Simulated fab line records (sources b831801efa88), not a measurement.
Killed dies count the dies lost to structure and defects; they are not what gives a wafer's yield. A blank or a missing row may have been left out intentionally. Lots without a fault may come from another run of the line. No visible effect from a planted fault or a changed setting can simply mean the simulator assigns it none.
fab line records	flow sky130
record lots=14	wafers=42	last-day=51
route steps=708 shown FIELD_ISO@3 DNWELL@44 VT_ADJUST_HVTP@93 PAD_OPEN@708
lots that met no fault: taken from a fault-free run of the same line
start-h: hours from the record's opening day to when the first of the lot's shown wafers began	wait-h: hours since the lot's step before	" identical to the entry in the row above	L1.1+2: one row covering several wafers at once	- no value, or no start given	* or withheld: withheld	< > ~ a bound
route shown NAME@n: names a module that has steps shown in the file, with the first one's number in the route	usual: the fault-free wafers' mean and standard deviation	same: alike in all rows	chamber/n: place in a boat	sites: per-site readings	_std_site: the values' standard deviation	_edge_site: the outer-site mean with the inner-site mean subtracted	radius-mm: for every site, how far away it sits from the centre of the wafer	mask NAME#n: copy n	behind: the tool/chamber that last shaped the wafer	hold: why the lot was held/for how many hours/how that ended	device: names the non-switching transistor (n, p or np)	end of line: tests run on the same wafers once the route is complete	a step given without rows: its recipe and nothing more	killed: at the first sort, the dies lost to defects and structure; wafer yield is something else	map: the dies of a wafer, with x for killed, . for not killed, _ for no die there
set.NAME: the setting the step ran with; set.NAME@STEP: the setting that earlier step ran with	model.NAME: the simulator's own value behind a step, which no gauge read
a sample of lots followed through the steps of the route, with each step as a table and each wafer as a row
services: a tool's chamber out of use, with start hour (start-h, from the record's first day; less than 0 if before it), hours out, and reason
## steps
# step SKY_FIELD_ISO_THK_MEAS_02
# recipe reads=SiO2_of_FIELD_ISO_OXIDATION_01
# usual FIELD_ISO_OXIDATION_00_THK=12.02/0.28
lot.wafer	tool	chamber	start-h	wait-h	FIELD_ISO_OXIDATION_00_THK[nm]
L143.1	film-metro-02	-	11.63	0.0	12.05
L143.3	"	-	"	"	11.97
L143.4	"	-	"	"	11.99
L145.3	film-metro-01	-	21.65	0.0	11.47
L145.4	"	-	"	"	11.70
L145.6	"	-	"	"	11.87
L146.1	film-metro-01	-	27.91	0.0	11.76
L146.2	"	-	"	"	11.94
L146.6	"	-	"	"	11.89
L149.1	film-metro-03	-	42.31	0.0	11.95
L149.2	"	-	"	"	11.71
L149.6	"	-	"	"	11.96
L150.1	film-metro-02	-	46.63	0.0	11.77
L150.3	"	-	"	"	11.56
L150.5	"	-	"	"	11.55
L151.2	film-metro-03	-	51.64	0.0	12.29
L151.5	"	-	"	"	12.42
L151.6	"	-	"	"	12.40
L152.2	film-metro-02	-	57.35	0.0	11.66
L152.4	"	-	"	"	11.51
L152.6	"	-	"	"	11.73
L153.2	film-metro-03	-	61.64	0.0	11.67
L153.4	"	-	"	"	11.58
L153.6	"	-	"	"	11.71
L154.2	film-metro-02	-	68.14	0.0	11.75
L154.3	"	-	"	"	11.63
L154.5	"	-	"	"	11.51
L161.3	film-metro-03	-	102.42	0.0	11.91
L161.5	"	-	"	"	12.11
L161.6	"	-	"	"	11.82
L163.1	film-metro-02	-	111.77	0.0	12.05
L163.2	"	-	"	"	12.04
L163.4	"	-	"	"	12.11
L164.2	film-metro-01	-	117.66	0.0	12.37
L164.5	"	-	"	"	12.41
L164.6	"	-	"	"	12.21
L165.1	film-metro-01	-	124.27	0.0	12.35
L165.3	"	-	"	"	12.48
L165.5	"	-	"	"	12.14
L166.1	film-metro-01	-	133.99	0.0	12.52
L166.2	"	-	"	"	12.54
L166.4	"	-	"	"	12.61
# step SKY_FIELD_ISO_CMP_27
# recipe stop-on=Si3N4	t-overpolish-s=16	down-force-psi=4	platen-rpm=60	target-thk-nm=457.8	pad-velocity-m-s=0.94248
# usual edge-zone-pressure-frac=0.999/0.005	head-pressure-psi=4.000/0.0078	motor-current-A=11.9/1	overpolish-run-s=15.999/0.009	time-to-endpoint-s=115/4.6
lot.wafer	tool	chamber	start-h	wait-h	edge-zone-pressure-frac	head-pressure-psi	motor-current-A	overpolish-run-s	time-to-endpoint-s
L143.4	cmp-01	0	33.17	0.1	0.991	3.997	11.5	15.994	115
L143.3	"	2	"	"	1.000	3.989	14.1	15.999	116
L143.1	"	3	"	"	1.001	4.008	12.1	16.009	120
L145.4	cmp-01	2	44.35	0.0	1.004	4.003	14.0	15.986	113
L145.3	"	1	"	"	0.995	3.985	10.7	15.995	115
L145.6	"	3	"	"	1.014	3.997	12.4	16.019	127
L146.1	cmp-01	3	49.54	0.0	1.008	4.000	11.8	16.006	120
L146.2	"	2	"	"	0.997	3.996	14.4	16.023	117
L146.6	"	0	"	"	0.999	3.996	11.9	15.998	115
L149.2	cmp-01	0	66.41	1.9	1.003	4.004	11.8	16.011	120
L149.1	"	1	"	"	1.003	3.995	10.5	15.997	119
L149.6	"	3	"	"	0.996	4.002	11.7	15.979	120
L150.3	cmp-02	3	68.93	0.1	0.996	3.990	12.2	16.006	119
L150.1	"	0	"	"	1.001	4.013	11.4	16.010	116
L150.5	"	2	"	"	1.001	4.000	12.6	15.993	121
L151.2	cmp-02	2	74.69	0.1	0.995	4.013	12.6	15.995	111
L151.5	"	3	"	"	1.005	4.001	11.2	15.994	110
L151.6	"	0	"	"	1.000	4.001	11.7	15.999	111
L152.4	cmp-02	1	81.25	0.1	-	-	-	-	-
L152.2	"	3	"	"	-	-	-	-	-
L152.6	"	1	"	"	-	-	-	-	-
L153.4	cmp-02	2	85.94	0.0	-	-	-	-	-
L153.2	"	0	"	"	-	-	-	-	-
L153.6	"	2	"	"	-	-	-	-	-
L154.3	cmp-01	2	92.52	0.1	-	-	-	-	-
L154.2	"	0	"	"	-	-	-	-	-
L154.5	"	2	"	"	-	-	-	-	-
L161.3	cmp-02	0	139.78	0.1	1.001	4.007	11.2	16.022	105
L161.6	"	1	"	"	0.994	4.011	11.6	15.992	108
L161.5	"	2	"	"	0.995	4.011	12.6	15.994	107
L163.4	cmp-01	0	147.52	0.2	1.000	3.989	12.0	15.999	118
L163.1	"	1	"	"	1.008	3.995	10.6	16.004	117
L163.2	"	2	"	"	0.993	3.997	14.5	16.003	116
L164.2	cmp-01	1	147.92	0.6	0.993	3.990	10.2	16.010	122
L164.5	"	3	"	"	0.993	4.007	11.9	16.006	124
L164.6	"	0	"	"	0.995	3.999	11.3	16.002	119
L165.1	cmp-02	3	153.84	0.1	0.995	4.010	11.4	15.990	114
L165.3	"	0	"	"	0.996	4.010	11.1	16.007	106
L165.5	"	2	"	"	0.998	4.001	12.2	16.006	111
L166.2	cmp-02	1	185.26	0.0	0.992	4.000	11.4	16.002	115
L166.1	"	3	"	"	1.000	4.003	11.9	16.005	113
L166.4	"	0	"	"	1.002	4.011	10.7	15.990	108
# step SKY_DNWELL_TW_MEAS_09
# usual DNWELL_TW=1113/10
lot.wafer	tool	chamber	start-h	wait-h	DNWELL_TW
L143.1	film-metro-04	-	51.80	0.1	1119
L143.3	"	-	"	"	1108
L143.4	"	-	"	"	1111
L145.3	film-metro-03	-	62.84	0.1	1089
L145.4	"	-	"	"	1092
L145.6	"	-	"	"	1093
L146.1	film-metro-04	-	67.92	0.1	1111
L146.2	"	-	"	"	1121
L146.6	"	-	"	"	1115
L149.1	film-metro-02	-	86.44	0.1	1116
L149.2	"	-	"	"	1117
L149.6	"	-	"	"	1116
L150.1	film-metro-03	-	88.70	0.1	1094
L150.3	"	-	"	"	1091
L150.5	"	-	"	"	1093
L151.2	film-metro-02	-	94.56	0.1	1118
L151.5	"	-	"	"	1120
L151.6	"	-	"	"	1114
L161.3	film-metro-03	-	161.82	0.1	1095
L161.5	"	-	"	"	1094
L161.6	"	-	"	"	1093
L164.2	film-metro-04	-	171.76	0.1	1116
L164.5	"	-	"	"	1114
L164.6	"	-	"	"	1126
L163.1	film-metro-02	-	172.10	0.1	1116
L163.2	"	-	"	"	1113
L163.4	"	-	"	"	1120
L165.1	film-metro-03	-	175.25	0.1	1095
L165.3	"	-	"	"	1095
L165.5	"	-	"	"	1092
L166.1	film-metro-04	-	209.22	0.1	1114
L166.2	"	-	"	"	1114
L166.4	"	-	"	"	1113
# step SKY_VT_ADJUST_HVTP_OVL_MEAS_08
# usual VT_ADJUST_HVTP_OVL=0.5/1.3
lot.wafer	tool	chamber	start-h	wait-h	VT_ADJUST_HVTP_OVL[nm]
L143.1	overlay-01	-	121.76	0.1	-1.4
L143.3	"	-	"	"	-1.3
L143.4	"	-	"	"	-0.7
L145.3	overlay-01	-	133.90	0.1	-1.0
L145.4	"	-	"	"	0.7
L145.6	"	-	"	"	0.2
L146.1	overlay-02	-	140.51	0.1	-0.8
L146.2	"	-	"	"	1.2
L146.6	"	-	"	"	1.9
L149.1	overlay-01	-	157.19	0.1	2.7
L149.2	"	-	"	"	1.2
L149.6	"	-	"	"	1.5
L150.1	overlay-02	-	159.39	0.1	1.6
L150.3	"	-	"	"	1.4
L150.5	"	-	"	"	2.5
L151.2	overlay-01	-	166.29	0.1	3.0
L151.5	"	-	"	"	2.0
L151.6	"	-	"	"	-0.3
L161.3	overlay-02	-	248.30	0.1	2.5
L161.5	"	-	"	"	1.2
L161.6	"	-	"	"	0.9
L164.2	overlay-02	-	261.04	0.1	-1.4
L164.5	"	-	"	"	-0.6
L164.6	"	-	"	"	0.5
L163.1	overlay-02	-	261.89	0.1	1.0
L163.2	"	-	"	"	1.5
L163.4	"	-	"	"	-0.6
L165.1	overlay-02	-	264.86	0.1	1.9
L165.3	"	-	"	"	0.8
L165.5	"	-	"	"	4.0
L166.1	overlay-02	-	304.01	0.1	-0.2
L166.2	"	-	"	"	0.2
L166.4	"	-	"	"	0.2
# step SKY_PAD_OPEN_PROBE_99
# usual killed_at_M0_to_M3=44/7.2	killed_at_M4_up=3.1/1.7	killed-at-contacts=24/5.2	killed-at-front-end=15/4.1	killed-at-other=0.3/0.61	killed-dies=87/10	killed-on-rim=17/3.8	killed-open=48/7.5	killed-short=39/6.6
# same gross-dies=492	killed-at-back-side=0
lot.wafer	tool	chamber	start-h	wait-h	killed_at_M0_to_M3	killed_at_M4_up	killed-at-contacts	killed-at-front-end	killed-at-other	killed-dies	killed-on-rim	killed-open	killed-short
L143.1	prober-01	-	1063.96	0.1	50	1	27	13	0	91	14	44	47
L143.3	prober-01	-	1064.06	0.2	54	6	28	14	0	102	23	65	36
L143.4	prober-01	-	1064.11	0.2	52	3	24	13	2	94	26	45	49
L145.3	prober-02	-	1072.14	0.2	43	4	24	16	0	87	8	55	32
L145.4	prober-02	-	1072.19	0.2	43	3	26	18	0	90	16	41	49
L145.6	prober-02	-	1072.29	0.2	40	1	17	21	0	79	22	39	40
L146.1	prober-02	-	1088.99	0.1	45	2	29	13	0	89	23	52	37
L146.2	prober-02	-	1089.04	0.1	49	5	26	13	0	93	11	49	44
L146.6	prober-02	-	1089.24	0.2	45	2	38	9	0	94	14	56	38
L149.1	prober-01	-	1105.03	0.1	52	2	27	13	1	95	22	53	42
L149.2	prober-01	-	1105.08	0.1	49	4	23	19	1	96	24	51	45
L149.6	prober-01	-	1105.28	0.2	45	3	36	23	0	107	19	58	49
L150.1	prober-02	-	1114.74	0.1	39	2	16	13	0	70	13	33	37
L150.3	prober-02	-	1114.84	0.2	55	3	25	18	0	101	24	49	52
L150.5	prober-02	-	1114.94	0.2	47	2	18	20	0	87	17	51	36
L151.2	prober-01	-	1115.94	0.1	39	4	20	19	0	82	16	49	33
L151.5	prober-01	-	1116.09	0.2	50	2	23	18	0	93	17	50	43
L151.6	prober-01	-	1116.14	0.2	50	1	18	12	0	81	13	45	36
L152.2	prober-02	-	1125.61	0.1	47	4	29	411	1	492	96	55	45
L152.4	prober-02	-	1125.71	0.2	38	5	15	433	1	492	96	36	39
L152.6	prober-02	-	1125.81	0.2	30	1	22	439	0	492	96	34	33
L153.2	prober-01	-	1129.28	0.1	49	5	24	414	0	492	96	53	44
L153.4	prober-01	-	1129.38	0.2	34	1	23	434	0	492	96	43	30
L153.6	prober-01	-	1129.48	0.2	34	3	21	433	1	492	96	41	37
L154.2	prober-02	-	1135.25	0.1	42	9	24	417	0	492	96	48	38
L154.3	prober-02	-	1135.30	0.2	42	4	33	413	0	492	96	59	34
L154.5	prober-02	-	1135.40	0.2	40	1	24	427	0	492	96	55	37
L161.3	prober-01	-	1182.80	0.2	57	5	15	10	0	87	22	50	36
L161.5	prober-01	-	1182.90	0.2	44	5	27	17	0	93	15	52	40
L161.6	prober-01	-	1182.95	0.2	46	8	24	12	0	90	19	43	45
L164.2	prober-01	-	1196.14	0.1	65	3	25	17	1	111	21	54	57
L164.5	prober-01	-	1196.29	0.2	37	7	23	23	0	90	18	52	38
L164.6	prober-01	-	1196.34	0.2	46	1	30	16	0	93	14	54	39
L163.1	prober-02	-	1196.74	0.1	58	4	23	11	0	96	14	61	35
L163.2	prober-02	-	1196.79	0.1	46	4	18	17	0	85	19	46	39
L163.4	prober-02	-	1196.89	0.2	42	3	28	8	0	81	16	54	27
L165.1	prober-01	-	1197.59	0.1	41	3	27	14	2	87	20	44	41
L165.3	prober-01	-	1197.69	0.2	40	4	26	17	2	89	21	44	44
L165.5	prober-01	-	1197.79	0.2	41	6	26	19	0	92	15	44	48
L166.1	prober-01	-	1218.95	0.1	37	0	21	13	0	71	15	34	37
L166.2	prober-01	-	1219.00	0.1	44	1	20	16	1	82	14	54	28
L166.4	prober-01	-	1219.10	0.2	28	2	19	14	0	63	11	30	33
# killed by level:class
L143.1 METAL2:geometric-particle:short=12 CONTACT:geometric-particle:open=11 METAL1:geometric-particle:short=8 VIA2:geometric-particle:open=8 VIA1:geometric-particle:open=7 LI_CONTACT:geometric-particle:open=5 LOCAL_INTERCONNECT:geometric-particle:short=5 CONTACT:geometric-particle:short=5
L143.3 VIA1:geometric-particle:open=15 VIA2:geometric-particle:open=13 CONTACT:geometric-particle:open=12 VIA3:geometric-particle:open=7 FIELD_ISO:geometric-particle:short=6 LI_CONTACT:geometric-particle:open=5 METAL2:geometric-particle:short=5 POLY_GATE:geometric-particle:short=4
L143.4 CONTACT:geometric-particle:open=12 VIA1:geometric-particle:open=10 METAL2:geometric-particle:short=9 METAL1:geometric-particle:short=8 VIA2:geometric-particle:short=8 VIA3:geometric-particle:open=6 CONTACT:geometric-particle:short=5 FIELD_ISO:geometric-particle:open=4
L145.3 VIA1:geometric-particle:open=13 VIA2:geometric-particle:open=8 CONTACT:geometric-particle:open=8 LI_CONTACT:geometric-particle:open=6 FIELD_ISO:geometric-particle:short=5 FIELD_ISO:geometric-particle:open=5 CONTACT:geometric-particle:short=4 VIA1:geometric-particle:short=4
L145.4 CONTACT:geometric-particle:open=9 VIA1:geometric-particle:open=7 VIA1:geometric-particle:short=7 FIELD_ISO:geometric-particle:short=6 VIA3:geometric-particle:open=6 METAL2:geometric-particle:short=6 VIA2:geometric-particle:short=5 POLY_GATE:geometric-particle:short=4
L145.6 VIA1:geometric-particle:open=11 VIA1:geometric-particle:short=10 FIELD_ISO:geometric-particle:short=8 CONTACT:geometric-particle:open=6 VIA2:geometric-particle:open=5 FIELD_ISO:geometric-particle:open=4 POLY_GATE:geometric-particle:open=4 LOCAL_INTERCONNECT:geometric-particle:short=4
L146.1 CONTACT:geometric-particle:open=13 VIA1:geometric-particle:open=9 VIA2:geometric-particle:open=9 FIELD_ISO:geometric-particle:open=7 VIA1:geometric-particle:short=7 CONTACT:geometric-particle:short=6 METAL2:geometric-particle:short=5 VIA3:geometric-particle:open=5
L146.2 METAL1:geometric-particle:short=11 VIA1:geometric-particle:open=10 CONTACT:geometric-particle:open=9 VIA3:geometric-particle:open=7 LI_CONTACT:geometric-particle:open=6 VIA2:geometric-particle:open=5 LI_CONTACT:geometric-particle:short=4 METAL4:geometric-particle:short=4
L146.6 CONTACT:geometric-particle:open=12 LI_CONTACT:geometric-particle:open=12 CONTACT:geometric-particle:short=8 VIA1:geometric-particle:open=8 VIA3:geometric-particle:open=7 METAL2:geometric-particle:short=5 VIA2:geometric-particle:open=5 LI_CONTACT:geometric-particle:short=4
L149.1 VIA3:geometric-particle:open=11 VIA1:geometric-particle:open=10 CONTACT:geometric-particle:open=8 LI_CONTACT:geometric-particle:open=6 LOCAL_INTERCONNECT:geometric-particle:short=5 METAL1:geometric-particle:short=5 METAL3:geometric-particle:short=5 VIA1:geometric-particle:short=5
L149.2 VIA1:geometric-particle:open=16 CONTACT:geometric-particle:open=9 METAL2:geometric-particle:short=8 POLY_GATE:geometric-particle:short=7 LI_CONTACT:geometric-particle:open=6 METAL1:geometric-particle:short=6 FIELD_ISO:geometric-particle:open=5 VIA3:geometric-particle:open=5
L149.6 VIA3:geometric-particle:open=10 CONTACT:geometric-particle:open=9 VIA1:geometric-particle:open=8 VIA2:geometric-particle:open=7 LI_CONTACT:geometric-particle:open=7 METAL2:geometric-particle:short=7 FIELD_ISO:geometric-particle:open=6 POLY_GATE:geometric-particle:short=6
L150.1 VIA1:geometric-particle:open=13 METAL1:geometric-particle:short=9 CONTACT:geometric-particle:open=7 METAL2:geometric-particle:short=7 FIELD_ISO:geometric-particle:short=6 LI_CONTACT:geometric-particle:open=4 FIELD_ISO:geometric-particle:open=3 POLY_GATE:geometric-particle:short=2
L150.3 CONTACT:geometric-particle:open=14 VIA1:geometric-particle:open=10 VIA2:geometric-particle:short=9 VIA2:geometric-particle:open=6 VIA1:geometric-particle:short=6 METAL2:geometric-particle:short=5 METAL3:geometric-particle:short=5 FIELD_ISO:geometric-particle:short=4
L150.5 VIA3:geometric-particle:open=8 VIA2:geometric-particle:open=8 VIA1:geometric-particle:open=7 POLY_GATE:geometric-particle:short=6 CONTACT:geometric-particle:open=6 FIELD_ISO:geometric-particle:open=5 POLY_GATE:geometric-particle:open=5 METAL1:geometric-particle:short=5
L151.2 VIA2:geometric-particle:open=10 VIA1:geometric-particle:open=8 CONTACT:geometric-particle:open=7 FIELD_ISO:geometric-particle:short=6 LI_CONTACT:geometric-particle:open=6 VIA3:geometric-particle:open=6 METAL2:geometric-particle:short=4 FIELD_ISO:geometric-particle:open=3
L151.5 VIA1:geometric-particle:open=14 CONTACT:geometric-particle:open=11 CONTACT:geometric-particle:short=7 VIA3:geometric-particle:open=7 METAL3:geometric-particle:short=7 FIELD_ISO:geometric-particle:open=6 FIELD_ISO:geometric-particle:short=5 POLY_GATE:geometric-particle:short=5
L151.6 VIA1:geometric-particle:open=13 CONTACT:geometric-particle:open=9 METAL3:geometric-particle:short=7 VIA3:geometric-particle:short=6 VIA2:geometric-particle:open=6 LI_CONTACT:geometric-particle:open=4 METAL1:geometric-particle:short=4 VIA3:geometric-particle:open=4
L152.2 FIELD_ISO:area-cmp=391 CONTACT:geometric-particle:open=12 LI_CONTACT:geometric-particle:open=8 VIA3:geometric-particle:open=8 VIA2:geometric-particle:open=8 POLY_GATE:geometric-particle:short=7 METAL1:geometric-particle:short=7 VIA1:geometric-particle:open=7
L152.4 FIELD_ISO:area-cmp=416 CONTACT:geometric-particle:open=10 METAL1:geometric-particle:short=8 METAL2:geometric-particle:short=6 VIA2:geometric-particle:open=6 FIELD_ISO:geometric-particle:short=5 VIA1:geometric-particle:open=5 SPACER:geometric-particle:short=4
L152.6 FIELD_ISO:area-cmp=425 CONTACT:geometric-particle:short=8 METAL2:geometric-particle:short=6 POLY_GATE:geometric-particle:open=5 CONTACT:geometric-particle:open=5 VIA2:geometric-particle:open=5 LI_CONTACT:geometric-particle:open=4 LOCAL_INTERCONNECT:geometric-particle:short=4
L153.2 FIELD_ISO:area-cmp=395 VIA1:geometric-particle:open=11 VIA2:geometric-particle:open=11 LI_CONTACT:geometric-particle:open=10 POLY_GATE:geometric-particle:short=7 VIA3:geometric-particle:short=7 FIELD_ISO:geometric-particle:open=6 CONTACT:geometric-particle:open=5
L153.4 FIELD_ISO:area-cmp=419 CONTACT:geometric-particle:open=10 LI_CONTACT:geometric-particle:open=8 VIA1:geometric-particle:open=8 VIA3:geometric-particle:short=6 VIA3:geometric-particle:open=6 FIELD_ISO:geometric-particle:open=4 VIA1:geometric-particle:short=4
L153.6 FIELD_ISO:area-cmp=413 LI_CONTACT:geometric-particle:open=8 CONTACT:geometric-particle:open=8 VIA1:geometric-particle:open=8 FIELD_ISO:geometric-particle:short=7 POLY_GATE:geometric-particle:short=7 VIA3:geometric-particle:open=7 METAL2:geometric-particle:short=4
L154.2 FIELD_ISO:area-cmp=405 LI_CONTACT:geometric-particle:open=9 VIA1:geometric-particle:open=9 CONTACT:geometric-particle:open=7 VIA3:geometric-particle:open=6 METAL1:geometric-particle:short=5 VIA1:geometric-particle:short=5 METAL2:geometric-particle:short=5
L154.3 FIELD_ISO:area-cmp=399 VIA1:geometric-particle:open=14 CONTACT:geometric-particle:open=13 LI_CONTACT:geometric-particle:open=8 VIA2:geometric-particle:open=7 VIA3:geometric-particle:open=6 FIELD_ISO:geometric-particle:open=4 CONTACT:geometric-particle:short=4
L154.5 FIELD_ISO:area-cmp=400 VIA1:geometric-particle:open=15 FIELD_ISO:geometric-particle:open=13 LI_CONTACT:geometric-particle:open=8 CONTACT:geometric-particle:open=8 FIELD_ISO:geometric-particle:short=7 POLY_GATE:geometric-particle:short=6 METAL2:geometric-particle:short=5
L161.3 VIA1:geometric-particle:open=12 METAL2:geometric-particle:short=9 METAL1:geometric-particle:short=8 VIA3:geometric-particle:open=7 CONTACT:geometric-particle:open=5 METAL2:geometric-particle:open=5 LI_CONTACT:geometric-particle:open=4 VIA1:geometric-particle:short=4
L161.5 CONTACT:geometric-particle:open=11 VIA1:geometric-particle:open=10 METAL2:geometric-particle:short=8 VIA3:geometric-particle:open=8 VIA2:geometric-particle:open=7 LI_CONTACT:geometric-particle:open=6 LI_CONTACT:geometric-particle:short=5 METAL4:geometric-particle:short=5
L161.6 CONTACT:geometric-particle:open=10 METAL2:geometric-particle:short=8 VIA1:geometric-particle:open=7 VIA2:geometric-particle:open=6 METAL3:geometric-particle:short=5 VIA3:geometric-particle:open=5 CONTACT:geometric-particle:short=4 METAL1:geometric-particle:short=4
L164.2 VIA1:geometric-particle:open=11 VIA2:geometric-particle:open=10 METAL1:geometric-particle:short=9 VIA1:geometric-particle:short=9 LOCAL_INTERCONNECT:geometric-particle:short=8 VIA3:geometric-particle:open=8 CONTACT:geometric-particle:open=7 POLY_GATE:geometric-particle:open=5
L164.5 VIA1:geometric-particle:open=12 CONTACT:geometric-particle:open=9 POLY_GATE:geometric-particle:open=7 FIELD_ISO:geometric-particle:open=6 METAL4:geometric-particle:short=6 FIELD_ISO:geometric-particle:short=5 LI_CONTACT:geometric-particle:open=5 LOCAL_INTERCONNECT:geometric-particle:short=5
L164.6 VIA1:geometric-particle:open=12 CONTACT:geometric-particle:short=10 VIA2:geometric-particle:open=9 POLY_GATE:geometric-particle:open=6 CONTACT:geometric-particle:open=6 LI_CONTACT:geometric-particle:open=6 FIELD_ISO:geometric-particle:open=5 LOCAL_INTERCONNECT:geometric-particle:short=5
L163.1 VIA1:geometric-particle:open=15 CONTACT:geometric-particle:open=12 VIA3:geometric-particle:open=10 VIA2:geometric-particle:open=8 LI_CONTACT:geometric-particle:open=5 METAL1:geometric-particle:short=5 VIA2:geometric-particle:short=5 FIELD_ISO:geometric-particle:open=3
L163.2 VIA1:geometric-particle:open=12 VIA2:geometric-particle:open=8 CONTACT:geometric-particle:open=5 FIELD_ISO:geometric-particle:open=4 POLY_GATE:geometric-particle:open=4 LI_CONTACT:geometric-particle:open=4 CONTACT:geometric-particle:short=4 METAL1:geometric-particle:short=4
L163.4 CONTACT:geometric-particle:open=12 VIA1:geometric-particle:open=10 VIA2:geometric-particle:open=10 LI_CONTACT:geometric-particle:open=9 VIA1:geometric-particle:short=7 METAL2:geometric-particle:open=4 METAL1:geometric-particle:short=4 FIELD_ISO:geometric-particle:open=3
L165.1 VIA1:geometric-particle:open=13 LI_CONTACT:geometric-particle:open=9 CONTACT:geometric-particle:open=8 METAL2:geometric-particle:short=7 FIELD_ISO:geometric-particle:short=6 LOCAL_INTERCONNECT:geometric-particle:short=5 VIA2:geometric-particle:open=5 LI_CONTACT:geometric-particle:short=4
L165.3 METAL1:geometric-particle:short=10 VIA1:geometric-particle:open=10 CONTACT:geometric-particle:open=9 POLY_GATE:geometric-particle:open=6 LI_CONTACT:geometric-particle:open=5 CONTACT:geometric-particle:short=5 METAL2:geometric-particle:short=4 VIA2:geometric-particle:open=4
L165.5 CONTACT:geometric-particle:open=12 VIA1:geometric-particle:open=8 FIELD_ISO:geometric-particle:short=7 METAL2:geometric-particle:short=7 FIELD_ISO:geometric-particle:open=6 CONTACT:geometric-particle:short=6 METAL1:geometric-particle:short=6 METAL4:geometric-particle:short=5
L166.1 VIA1:geometric-particle:open=11 CONTACT:geometric-particle:open=8 METAL1:geometric-particle:short=7 METAL2:geometric-particle:short=7 LI_CONTACT:geometric-particle:open=5 FIELD_ISO:geometric-particle:short=4 CONTACT:geometric-particle:short=4 VIA1:geometric-particle:short=4
L166.2 VIA1:geometric-particle:open=12 VIA2:geometric-particle:open=11 CONTACT:geometric-particle:open=10 FIELD_ISO:geometric-particle:open=8 VIA1:geometric-particle:short=5 METAL2:geometric-particle:short=5 FIELD_ISO:geometric-particle:short=4 CONTACT:geometric-particle:short=3
L166.4 CONTACT:geometric-particle:short=7 CONTACT:geometric-particle:open=6 VIA1:geometric-particle:open=6 METAL2:geometric-particle:short=5 VIA2:geometric-particle:open=5 SPACER:geometric-particle:short=3 POLY_CUT:geometric-particle:short=3 LI_CONTACT:geometric-particle:open=3
## services
tool	chamber	start-h	hours	kind
cmp-01	-	12.93	2.1	repair
cmp-01	-	55.16	11.1	repair
cmp-02	-	60.40	1.2	repair
cmp-02	-	60.52	0.6	repair
cmp-02	-	64.00	4.0	pm
cmp-02	-	68.00	-	consumable-replace:conditioner
cmp-02	-	68.00	-	consumable-replace:pad
cmp-02	-	147.27	0.8	repair
## key
first-sign step=SKY_FIELD_ISO_CMP_27	reading=tool-record	direction=missing
effect step=SKY_PAD_OPEN_PROBE_99	reading=killed-at-front-end	direction=up	sigmas=99+	usual=15	struck=425
more-kills-born-at SKY_FIELD_ISO_CMP_27@cmp-02=2459	SKY_FIELD_ISO_CMP_27@cmp-01=1204
met-at SKY_FIELD_ISO_CMP_27
struck-lots L152,L153,L154
later-rows-left-out L152.2,L152.4,L152.6,L153.2,L153.4,L153.6,L154.2,L154.3,L154.5
tester-left-out L152,L153,L154
not-acting-at SKY_FIELD_ISO_THK_MEAS_02,SKY_DNWELL_TW_MEAS_09,SKY_VT_ADJUST_HVTP_OVL_MEAS_08
onset-between 74.69 81.25
fault kind=skipped-step-whole	tool=cmp-01,cmp-02	chamber=-	onset-h=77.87	steps=SKY_FIELD_ISO_CMP_27	scope=struck-lots-only
# tester-left-out: of these lots the tester's yield and bins aren't shown, on N5 and GAA mostly nor the transistor test; their killed dies are dies lost to structure and defects alone, not to doping, threshold or leakage, so they don't give the yield
# later-rows-left-out: the simulator's readings of these wafers behind a module that went badly wrong aren't trusted and aren't shown, but for the sort
